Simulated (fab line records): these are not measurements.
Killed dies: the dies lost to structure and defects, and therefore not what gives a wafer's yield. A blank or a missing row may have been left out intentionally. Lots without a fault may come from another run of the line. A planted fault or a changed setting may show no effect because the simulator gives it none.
fab line records	flow gf180mcu
record: lots: 24	wafers: 72	last-day: 34
route steps=602 shown V1@337 V4@480 MIM@507 TOP_METAL@572
lots with no fault: from the same line, run without faults
start-h: hours from the record's first day to the start of the lot's first wafer shown	wait-h: how many hours have passed since the lot's step before this one	" same as the row above	L1.1+2: several wafers, shown together as one row	- either no value or no given start	* or withheld: withheld	< > ~ a bound
route shown NAME@n: NAME is a module with steps in the file, n the number in the route of the first one	usual: mean/standard deviation of fault-free wafers	same: alike in all rows	chamber/n: place in a boat	sites: readings site by site	_std_site: the values' standard deviation	_edge_site: inner sites' mean taken away from outer sites' mean	radius-mm: how far each site lies from the wafer's centre	mask NAME#n: copy n	behind: the last tool/chamber to shape the wafer	hold: the reason the lot was held/the length of the hold in hours/how it ended	device: which transistor (n, p or np) failed to switch	end of line: tests run on the same wafers once the route is complete	a step with no rows: only its recipe	killed: not the wafer's yield, but the dies lost to structure and defects at the first sort	map: per-die view of a wafer (x killed, . not killed, _ where there is no die)
set.NAME: the setting as run; set.NAME@STEP: as run at that earlier step	model.NAME: the simulator's own value behind a step, which no gauge read
steps of the route over a sample of lots; a table a step, a row a wafer
services: the hour from which a tool's chamber was out of use, counted from the record's first day as start-h (under 0 if before that day), plus the number of hours and why
== steps ==
step: GF_V1_CVD_02
recipe: material: SiO2	target-thk-nm: 850	precursor: TEOS	temp-c: 400	time-s: 94.851	rf-w: 600
usual: heater-power-w: 654/98
lot.wafer	tool	chamber	start-h	wait-h	heater-power-w
L074.3	pecvd-02	2	389.25	0.0	558
L074.5	"	1	"	"	629
L074.6	"	0	"	"	633
L075.1	pecvd-03	2	401.51	0.1	665
L075.2	"	1	"	"	679
L075.5	"	0	"	"	804
L076.2	pecvd-01	1	407.15	0.0	506
L076.4	"	0	"	"	629
L076.5	"	2	"	"	761
L077.3	pecvd-03	0	419.04	0.0	707
L077.5	"	1	"	"	737
L077.6	"	0	"	"	740
L078.2	pecvd-01	2	434.32	0.0	792
L078.3	"	1	"	"	606
L078.4	"	2	"	"	823
L079.1	pecvd-02	2	435.67	0.1	564
L079.4	"	0	"	"	631
L079.5	"	2	"	"	492
L080.1	pecvd-01	1	455.50	0.1	538
L080.4	"	0	"	"	507
L080.5	"	2	"	"	681
L081.1	pecvd-01	1	462.62	0.1	560
L081.2	"	0	"	"	573
L081.4	"	1	"	"	580
L082.1	pecvd-03	0	462.67	0.1	790
L082.2	"	2	"	"	673
L082.3	"	1	"	"	758
L084.1	pecvd-03	2	478.43	0.1	679
L084.2	"	0	"	"	707
L084.3	"	1	"	"	721
L083.1	pecvd-01	1	480.77	0.1	588
L083.2	"	0	"	"	543
L083.6	"	0	"	"	592
L085.1	pecvd-02	0	497.87	0.1	600
L085.3	"	1	"	"	649
L085.4	"	2	"	"	567
L086.4	pecvd-01	0	501.85	0.1	639
L086.5	"	2	"	"	770
L086.6	"	1	"	"	594
L087.1	pecvd-02	1	511.25	0.1	787
L087.5	"	1	"	"	627
L087.6	"	2	"	"	474
L088.1	pecvd-03	0	515.21	0.1	818
L088.2	"	2	"	"	648
L088.3	"	1	"	"	731
L089.1	pecvd-03	0	522.44	0.1	681
L089.2	"	2	"	"	553
L089.6	"	0	"	"	764
L090.1	pecvd-01	2	527.16	0.1	807
L090.3	"	0	"	"	580
L090.6	"	2	"	"	650
L091.1	pecvd-02	0	534.96	0.1	573
L091.2	"	1	"	"	792
L091.5	"	2	"	"	471
L092.1	pecvd-03	0	546.72	0.1	811
L092.3	"	2	"	"	569
L092.6	"	0	"	"	668
L093.3	pecvd-01	0	556.80	0.0	518
L093.5	"	1	"	"	545
L093.6	"	0	"	"	559
L094.1	pecvd-01	0	562.61	0.1	597
L094.2	"	1	"	"	563
L094.5	"	0	"	"	607
L095.1	pecvd-03	2	568.82	0.1	640
L095.3	"	2	"	"	677
L095.6	"	0	"	"	660
L096.1	pecvd-01	0	587.81	0.1	571
L096.2	"	1	"	"	580
L096.5	"	1	"	"	604
L097.1	pecvd-03	1	590.31	0.1	743
L097.2	"	0	"	"	789
L097.4	"	0	"	"	840
step: GF_V4_CMP_04
recipe: material: SiO2	down-force-psi: 4	platen-rpm: 60	pad-velocity-m-s: 0.94248
usual: motor-current-A: 11.9/0.97	time-to-endpoint-s: 83/5.8
lot.wafer	tool	chamber	start-h	wait-h	motor-current-A	time-to-endpoint-s
L074.3	cmp-01	0	541.51	0.0	13.5	83
L074.5	"	0	"	"	13.5	86
L074.6	"	1	"	"	12.3	81
L075.2	cmp-01	1	553.36	0.0	13.8	86
L075.1	"	2	"	"	12.4	86
L075.5	"	2	"	"	11.8	85
L076.4	cmp-02	3	557.79	0.0	12.4	80
L076.2	"	1	"	"	10.1	81
L076.5	"	0	"	"	10.8	84
L077.3	cmp-02	1	571.07	0.1	9.9	76
L077.5	"	0	"	"	10.9	73
L077.6	"	1	"	"	10.4	79
L078.2	cmp-02	0	582.53	0.1	11.1	76
L078.4	"	1	"	"	9.9	86
L078.3	"	2	"	"	11.7	80
L079.1	cmp-01	0	584.92	0.1	13.4	86
L079.4	"	1	"	"	12.2	91
L079.5	"	1	"	"	13.1	86
L080.1	cmp-02	2	602.93	0.1	11.6	76
L080.4	"	3	"	"	12.6	83
L080.5	"	1	"	"	9.8	82
L081.4	cmp-02	0	608.79	0.4	10.9	81
L081.1	"	2	"	"	11.5	78
L081.2	"	3	"	"	12.3	77
L082.3	cmp-02	2	610.34	0.0	11.8	73
L082.1	"	3	"	"	12.3	77
L082.2	"	1	"	"	10.3	77
L084.3	cmp-02	0	621.29	0.1	10.5	76
L084.2	"	1	"	"	10.4	75
L084.1	"	2	"	"	11.6	75
L083.1	cmp-01	1	625.40	0.1	13.1	81
L083.2	"	3	"	"	12.4	81
L083.6	"	1	"	"	11.9	85
L085.4	cmp-02	1	639.42	0.3	10.6	90
L085.3	"	2	"	"	11.3	83
L085.1	"	0	"	"	11.3	75
L086.4	cmp-02	1	642.58	0.1	10.4	81
L086.6	"	3	"	"	12.5	75
L086.5	"	0	"	"	10.9	78
L087.1	cmp-01	2	651.99	0.1	11.8	74
L087.5	"	2	"	"	12.1	75
L087.6	"	3	"	"	12.6	84
L088.1	cmp-02	2	654.92	0.1	11.6	79
L088.2	"	3	"	"	12.0	80
L088.3	"	1	"	"	10.5	83
L089.1	cmp-01	1	659.59	0.1	12.3	92
L089.2	"	0	"	"	13.2	87
L089.6	"	1	"	"	12.5	96
L090.1	cmp-01	3	662.83	0.1	11.8	83
L090.3	"	0	"	"	13.3	85
L090.6	"	3	"	"	12.8	92
L091.2	cmp-01	2	670.74	0.1	11.5	89
L091.1	"	3	"	"	12.7	86
L091.5	"	0	"	"	13.5	93
L092.1	cmp-02	0	681.52	0.1	11.2	77
L092.3	"	1	"	"	10.6	83
L092.6	"	3	"	"	12.0	87
L093.3	cmp-02	1	689.53	0.1	10.3	81
L093.5	"	3	"	"	12.6	87
L093.6	"	0	"	"	10.9	83
L094.2	cmp-01	3	695.07	0.0	12.7	82
L094.1	"	1	"	"	12.8	86
L094.5	"	0	"	"	13.9	87
L095.3	cmp-01	0	699.53	0.0	13.0	93
L095.1	"	1	"	"	12.3	94
L095.6	"	0	"	"	12.9	100
L096.1	cmp-01	3	716.57	0.1	13.0	74
L096.2	"	1	"	"	11.9	83
L096.5	"	3	"	"	12.7	83
L097.1	cmp-02	2	718.48	0.1	11.7	77
L097.4	"	0	"	"	10.0	80
L097.2	"	1	"	"	9.7	79
step: GF_V4_SPUTTER_22
recipe: material: TiN	target-thk-nm: 10	chamber-pressure-pa: 5	power-w: 4000	time-s: 40
usual: throttle-valve-pct: 30.5/1.2
lot.wafer	tool	chamber	start-h	wait-h	throttle-valve-pct
L074.3	pvd-sputter-02	-	564.86	0.0	29.8
L074.5	"	-	"	"	29.7
L074.6	"	-	"	"	29.3
L075.1	pvd-sputter-04	-	577.07	0.0	32.6
L075.2	"	-	"	"	32.1
L075.5	"	-	"	"	31.8
L076.2	pvd-sputter-01	-	581.34	0.0	30.5
L076.4	"	-	"	"	30.3
L076.5	"	-	"	"	30.2
L077.3	pvd-sputter-02	-	593.76	0.0	32.5
L077.5	"	-	"	"	30.1
L077.6	"	-	"	"	32.4
L078.2	pvd-sputter-01	-	604.64	0.0	30.1
L078.3	"	-	"	"	30.2
L078.4	"	-	"	"	30.3
L079.1	pvd-sputter-01	-	607.84	0.0	30.1
L079.4	"	-	"	"	30.1
L079.5	"	-	"	"	30.6
L080.1	pvd-sputter-01	-	624.76	0.0	29.9
L080.4	"	-	"	"	30.2
L080.5	"	-	"	"	30.3
L081.1	pvd-sputter-04	-	630.72	0.0	27.6
L081.2	"	-	"	"	32.6
L081.4	"	-	"	"	31.9
L082.1	pvd-sputter-02	-	632.19	0.0	29.6
L082.2	"	-	"	"	29.8
L082.3	"	-	"	"	32.4
L084.1	pvd-sputter-04	-	642.98	0.0	32.3
L084.2	"	-	"	"	29.6
L084.3	"	-	"	"	27.7
L083.1	pvd-sputter-04	-	645.85	0.0	27.7
L083.2	"	-	"	"	29.6
L083.6	"	-	"	"	32.0
L085.1	pvd-sputter-01	-	660.74	0.0	30.3
L085.3	"	-	"	"	30.8
L085.4	"	-	"	"	30.1
L086.4	pvd-sputter-02	-	663.35	0.0	32.5
L086.5	"	-	"	"	29.7
L086.6	"	-	"	"	29.9
L087.1	pvd-sputter-01	-	672.85	0.0	30.0
L087.5	"	-	"	"	30.1
L087.6	"	-	"	"	30.1
L088.1	pvd-sputter-01	-	675.00	0.0	30.3
L088.2	"	-	"	"	30.2
L088.3	"	-	"	"	30.4
L089.1	pvd-sputter-01	-	680.06	0.0	30.2
L089.2	"	-	"	"	30.5
L089.6	"	-	"	"	30.2
L090.1	pvd-sputter-04	-	683.54	0.0	32.9
L090.3	"	-	"	"	29.3
L090.6	"	-	"	"	32.2
L091.1	pvd-sputter-02	-	690.86	0.0	29.8
L091.2	"	-	"	"	30.0
L091.5	"	-	"	"	29.6
L092.1	pvd-sputter-01	-	701.39	0.0	30.8
L092.3	"	-	"	"	30.2
L092.6	"	-	"	"	30.1
L093.3	pvd-sputter-01	-	709.20	0.0	30.6
L093.5	"	-	"	"	30.6
L093.6	"	-	"	"	30.2
L094.1	pvd-sputter-01	-	715.10	0.0	30.4
L094.2	"	-	"	"	30.3
L094.5	"	-	"	"	30.2
L095.1	pvd-sputter-04	-	719.07	0.0	32.6
L095.3	"	-	"	"	32.1
L095.6	"	-	"	"	27.5
L096.1	pvd-sputter-04	-	736.02	0.0	32.5
L096.2	"	-	"	"	29.4
L096.5	"	-	"	"	32.6
L097.1	pvd-sputter-02	-	737.01	0.0	32.3
L097.2	"	-	"	"	29.8
L097.4	"	-	"	"	29.3
step: GF_MIM_SPUTTER_04
recipe: material: TiN	target-thk-nm: 50	power-w: 6500	time-s: 41.7	chamber-pressure-pa: 0.4
usual: throttle-valve-pct: 30.2/1.3
lot.wafer	tool	chamber	start-h	wait-h	throttle-valve-pct
L074.3	pvd-sputter-03	-	565.67	0.0	29.6
L074.5	"	-	"	"	29.8
L074.6	"	-	"	"	31.0
L075.1	pvd-sputter-01	-	577.88	0.0	30.0
L075.2	"	-	"	"	30.8
L075.5	"	-	"	"	30.1
L076.2	pvd-sputter-04	-	584.21	0.0	32.1
L076.4	"	-	"	"	27.4
L076.5	"	-	"	"	32.5
L077.3	pvd-sputter-03	-	594.57	0.0	30.0
L077.5	"	-	"	"	29.5
L077.6	"	-	"	"	30.2
L078.2	pvd-sputter-03	-	605.45	0.0	30.2
L078.3	"	-	"	"	29.7
L078.4	"	-	"	"	30.8
L079.1	pvd-sputter-04	-	608.97	0.0	32.1
L079.4	"	-	"	"	32.6
L079.5	"	-	"	"	32.3
L080.1	pvd-sputter-04	-	625.57	0.0	32.1
L080.4	"	-	"	"	27.9
L080.5	"	-	"	"	32.4
L081.1	pvd-sputter-04	-	631.53	0.0	32.3
L081.2	"	-	"	"	32.1
L081.4	"	-	"	"	29.2
L082.1	pvd-sputter-04	-	633.00	0.0	29.6
L082.2	"	-	"	"	27.5
L082.3	"	-	"	"	32.7
L084.1	pvd-sputter-01	-	643.90	0.0	30.3
L084.2	"	-	"	"	30.0
L084.3	"	-	"	"	30.1
L083.1	pvd-sputter-01	-	646.77	0.0	30.3
L083.2	"	-	"	"	30.2
L083.6	"	-	"	"	30.0
L085.1	pvd-sputter-04	-	661.55	0.0	29.5
L085.3	"	-	"	"	27.6
L085.4	"	-	"	"	27.9
L086.4	pvd-sputter-04	-	664.18	0.0	29.6
L086.5	"	-	"	"	27.7
L086.6	"	-	"	"	32.2
L087.1	pvd-sputter-03	-	673.66	0.0	29.4
L087.5	"	-	"	"	29.7
L087.6	"	-	"	"	29.3
L088.1	pvd-sputter-03	-	675.81	0.0	30.6
L088.2	"	-	"	"	29.4
L088.3	"	-	"	"	29.6
L089.1	pvd-sputter-03	-	680.87	0.0	30.7
L089.2	"	-	"	"	29.6
L089.6	"	-	"	"	29.6
L090.1	pvd-sputter-01	-	684.35	0.0	30.2
L090.3	"	-	"	"	30.0
L090.6	"	-	"	"	30.1
L091.1	pvd-sputter-01	-	691.67	0.0	30.2
L091.2	"	-	"	"	30.9
L091.5	"	-	"	"	30.5
L092.1	pvd-sputter-03	-	702.20	0.0	29.7
L092.3	"	-	"	"	31.0
L092.6	"	-	"	"	29.4
L093.3	pvd-sputter-04	-	710.03	0.0	29.6
L093.5	"	-	"	"	27.6
L093.6	"	-	"	"	29.6
L094.1	pvd-sputter-04	-	715.95	0.0	27.6
L094.2	"	-	"	"	29.7
L094.5	"	-	"	"	32.3
L095.1	pvd-sputter-04	-	720.03	0.0	32.3
L095.3	"	-	"	"	32.6
L095.6	"	-	"	"	29.2
L096.1	pvd-sputter-03	-	736.83	0.0	29.4
L096.2	"	-	"	"	30.4
L096.5	"	-	"	"	30.2
L097.1	pvd-sputter-01	-	737.89	0.0	30.3
L097.2	"	-	"	"	30.8
L097.4	"	-	"	"	30.1
step: GF_MIM_SPUTTER_08
recipe: material: AlCu	target-thk-nm: 200	power-w: 10600	time-s: 10.6	chamber-pressure-pa: 0.4
usual: throttle-valve-pct: 30.3/1.1
lot.wafer	tool	chamber	start-h	wait-h	throttle-valve-pct
L074.3	pvd-sputter-01	-	565.84	0.0	30.6
L074.5	"	-	"	"	30.7
L074.6	"	-	"	"	30.5
L075.1	pvd-sputter-03	-	578.06	0.0	29.6
L075.2	"	-	"	"	30.2
L075.5	"	-	"	"	30.8
L076.2	pvd-sputter-03	-	584.38	0.0	29.5
L076.4	"	-	"	"	29.5
L076.5	"	-	"	"	29.7
L077.3	pvd-sputter-04	-	594.75	0.0	32.4
L077.5	"	-	"	"	27.6
L077.6	"	-	"	"	32.4
L078.2	pvd-sputter-01	-	605.63	0.0	30.3
L078.3	"	-	"	"	30.3
L078.4	"	-	"	"	30.4
L079.1	pvd-sputter-03	-	609.15	0.0	29.8
L079.4	"	-	"	"	29.6
L079.5	"	-	"	"	29.6
L080.1	pvd-sputter-03	-	625.75	0.0	30.8
L080.4	"	-	"	"	30.1
L080.5	"	-	"	"	30.0
L081.1	pvd-sputter-03	-	631.71	0.0	30.8
L081.2	"	-	"	"	29.5
L081.4	"	-	"	"	29.5
L082.1	pvd-sputter-03	-	633.20	0.0	29.6
L082.2	"	-	"	"	31.0
L082.3	"	-	"	"	29.6
L084.1	pvd-sputter-03	-	644.10	0.0	29.6
L084.2	"	-	"	"	31.1
L084.3	"	-	"	"	30.1
L083.1	pvd-sputter-03	-	646.95	0.0	30.9
L083.2	"	-	"	"	29.7
L083.6	"	-	"	"	29.6
L085.1	pvd-sputter-01	-	661.75	0.0	30.0
L085.3	"	-	"	"	30.4
L085.4	"	-	"	"	30.3
L086.4	pvd-sputter-01	-	664.34	0.0	30.2
L086.5	"	-	"	"	30.3
L086.6	"	-	"	"	30.6
L087.1	pvd-sputter-04	-	673.84	0.0	27.5
L087.5	"	-	"	"	32.7
L087.6	"	-	"	"	32.2
L088.1	pvd-sputter-04	-	676.00	0.0	32.2
L088.2	"	-	"	"	32.5
L088.3	"	-	"	"	27.7
L089.1	pvd-sputter-04	-	681.07	0.0	32.0
L089.2	"	-	"	"	32.5
L089.6	"	-	"	"	32.4
L090.1	pvd-sputter-03	-	684.53	0.0	29.7
L090.3	"	-	"	"	30.6
L090.6	"	-	"	"	31.1
L091.1	pvd-sputter-04	-	691.86	0.0	29.6
L091.2	"	-	"	"	32.2
L091.5	"	-	"	"	31.9
L092.1	pvd-sputter-01	-	702.40	0.0	30.4
L092.3	"	-	"	"	30.5
L092.6	"	-	"	"	30.4
L093.3	pvd-sputter-03	-	710.21	0.0	29.8
L093.5	"	-	"	"	29.6
L093.6	"	-	"	"	31.0
L094.1	pvd-sputter-01	-	716.15	0.0	30.8
L094.2	"	-	"	"	30.5
L094.5	"	-	"	"	30.8
L095.1	pvd-sputter-03	-	720.21	0.0	29.7
L095.3	"	-	"	"	30.7
L095.6	"	-	"	"	30.6
L096.1	pvd-sputter-04	-	737.01	0.0	32.1
L096.2	"	-	"	"	27.6
L096.5	"	-	"	"	29.6
L097.1	pvd-sputter-03	-	738.24	0.0	30.1
L097.2	"	-	"	"	29.3
L097.4	"	-	"	"	30.9
step: GF_TOP_METAL_RS_MEAS_05
recipe: thk-meas-gauge: four-point-probe	reads: TiN_of_TOP_METAL_SPUTTER_04+Ti_of_TOP_METAL_SPUTTER_03+AlCu_of_TOP_METAL_SPUTTER_02+TiN_of_TOP_METAL_SPUTTER_01+Ti_of_TOP_METAL_SPUTTER_00
usual: TOP_METAL_ALCU_RS: 0.0327/0.00033
lot.wafer	tool	chamber	start-h	wait-h	TOP_METAL_ALCU_RS[ohm/sq]
L074.3	film-metro-02	-	634.37	0.1	0.0329
L074.5	"	-	"	"	0.0329
L074.6	"	-	"	"	0.0329
L075.1	film-metro-03	-	644.24	0.0	0.0326
L075.2	"	-	"	"	0.0324
L075.5	"	-	"	"	0.0326
L076.2	film-metro-01	-	650.74	0.0	0.0329
L076.4	"	-	"	"	0.0323
L076.5	"	-	"	"	0.0323
L077.3	film-metro-01	-	659.16	0.1	0.0326
L077.5	"	-	"	"	0.0325
L077.6	"	-	"	"	0.0327
L078.2	film-metro-03	-	669.31	0.0	0.0330
L078.3	"	-	"	"	0.0325
L078.4	"	-	"	"	0.0326
L079.1	film-metro-02	-	673.37	0.0	0.0326
L079.4	"	-	"	"	0.0324
L079.5	"	-	"	"	0.0325
L080.1	film-metro-03	-	688.47	0.0	0.0327
L080.4	"	-	"	"	0.0328
L080.5	"	-	"	"	0.0327
L081.1	film-metro-03	-	694.18	0.0	0.0325
L081.2	"	-	"	"	0.0329
L081.4	"	-	"	"	0.0325
L082.1	film-metro-02	-	695.12	0.0	0.0327
L082.2	"	-	"	"	0.0327
L082.3	"	-	"	"	0.0327
L084.1	film-metro-03	-	705.27	0.0	0.0324
L084.2	"	-	"	"	0.0328
L084.3	"	-	"	"	0.0324
L083.1	film-metro-02	-	707.98	0.0	0.0325
L083.2	"	-	"	"	0.0325
L083.6	"	-	"	"	0.0325
L085.1	film-metro-03	-	721.77	0.0	0.0325
L085.3	"	-	"	"	0.0326
L085.4	"	-	"	"	0.0327
L086.4	film-metro-02	-	724.33	0.1	0.0323
L086.5	"	-	"	"	0.0323
L086.6	"	-	"	"	0.0327
L087.1	film-metro-01	-	732.97	0.0	0.0330
L087.5	"	-	"	"	0.0331
L087.6	"	-	"	"	0.0333
L088.1	film-metro-03	-	735.32	0.0	0.0328
L088.2	"	-	"	"	0.0328
L088.3	"	-	"	"	0.0327
L089.1	film-metro-02	-	740.24	0.0	0.0323
L089.2	"	-	"	"	0.0328
L089.6	"	-	"	"	0.0325
L090.1	film-metro-02	-	742.08	0.0	0.0326
L090.3	"	-	"	"	0.0327
L090.6	"	-	"	"	0.0328
L091.1	film-metro-02	-	748.70	0.0	0.0331
L091.2	"	-	"	"	0.0331
L091.5	"	-	"	"	0.0330
L092.1	film-metro-01	-	759.02	0.0	0.0325
L092.3	"	-	"	"	0.0330
L092.6	"	-	"	"	0.0324
L093.3	film-metro-01	-	765.55	0.1	0.0332
L093.5	"	-	"	"	0.0331
L093.6	"	-	"	"	0.0330
L094.1	film-metro-02	-	770.62	0.0	0.0331
L094.2	"	-	"	"	0.0329
L094.5	"	-	"	"	0.0328
L095.1	film-metro-01	-	774.77	0.1	0.0321
L095.3	"	-	"	"	0.0326
L095.6	"	-	"	"	0.0321
L096.1	film-metro-03	-	789.77	0.0	0.0333
L096.2	"	-	"	"	0.0334
L096.5	"	-	"	"	0.0336
L097.1	film-metro-03	-	790.98	0.0	0.0321
L097.2	"	-	"	"	0.0321
L097.4	"	-	"	"	0.0324
== services ==
tool	chamber	start-h	hours	kind
cmp-01	-	404.00	4.0	pm
pvd-sputter-03	-	412.81	4.5	repair
pvd-sputter-01	-	422.04	1.3	repair
pvd-sputter-04	-	423.87	2.7	repair
cmp-02	-	428.80	0.4	repair
pvd-sputter-03	-	455.78	3.9	repair
cmp-02	-	458.44	3.1	repair
pvd-sputter-03	-	494.54	2.9	repair
cmp-01	-	515.96	1.5	repair
pvd-sputter-03	-	534.30	2.5	repair
cmp-02	-	537.78	8.8	pm
pvd-sputter-01	-	547.60	4.8	repair
cmp-02	-	572.00	4.0	pm
cmp-01	-	576.18	1.5	repair
cmp-02	-	584.04	7.7	pm
cmp-01	-	591.76	8.7	pm
cmp-01	-	606.41	5.8	repair
cmp-02	-	619.13	0.9	repair
pvd-sputter-04	-	655.33	0.7	repair
pvd-sputter-04	-	689.03	2.5	repair
pvd-sputter-03	-	692.91	1.6	repair
pvd-sputter-03	-	704.53	3.1	repair
pvd-sputter-01	-	721.80	5.9	repair
pvd-sputter-01	-	725.00	3.5	repair
== key ==
fault none
